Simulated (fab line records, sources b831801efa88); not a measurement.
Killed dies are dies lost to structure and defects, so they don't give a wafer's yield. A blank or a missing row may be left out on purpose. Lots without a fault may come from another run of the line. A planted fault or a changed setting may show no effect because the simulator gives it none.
Chamber matching | flow gf180mcu | GF_V1_CVD_02 on pecvd-03: 3 sister chambers
The step deposits SiO2 from TEOS, target thk 850 nm, time 94.851 s. 6 wafers are shown with their chamber, then 9 later ones without.

WAFERS WITH THEIR CHAMBER
wafer  | chamber | heater_power_w (W)
L082.4 | 0       | 727
L085.5 | 0       | 781
L085.6 | 2       | 661
L086.2 | 2       | 611
L086.3 | 1       | 764
L086.4 | 1       | 811

WAFERS WITHOUT THEIR CHAMBER
wafer  | heater_power_w (W)
L092.1 | 732
L092.2 | 617
L092.4 | 803
L093.1 | 537
L093.3 | 823
L093.5 | 595
L095.1 | 788
L095.2 | 754
L095.6 | 768

WHICH CHAMBER EACH WENT THROUGH
wafer  | from the rows above     | in truth
L092.1 | can't be placed: 0 or 1 | 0
L092.2 | 2                       | 2
L092.4 | can't be placed: 1 or 0 | 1
L093.1 | 2                       | 2
L093.3 | can't be placed: 1 or 0 | 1
L093.5 | 2                       | 2
L095.1 | can't be placed: 1 or 0 | 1
L095.2 | can't be placed: 0 or 1 | 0
L095.6 | can't be placed: 0 or 1 | 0
Placed correctly: 3 of 9. Can't be placed from these rows: 6 (the true chamber is among the candidates in 6). Placed wrongly: 0.
How it was worked out, from the rows above alone: a wafer's distance from a chamber is the root of the sum, over the readings, of the square of ((its reading less the chamber's mean) divided by the reading's scatter). The wafer belongs to the nearest chamber; if the next one is less than 2 further off, it can't be placed. A chamber's mean is the mean of its shown wafers. The scatter: the root of (the sum of the squares of (reading less its chamber's mean) over the shown wafers, divided by (wafers less chambers)).
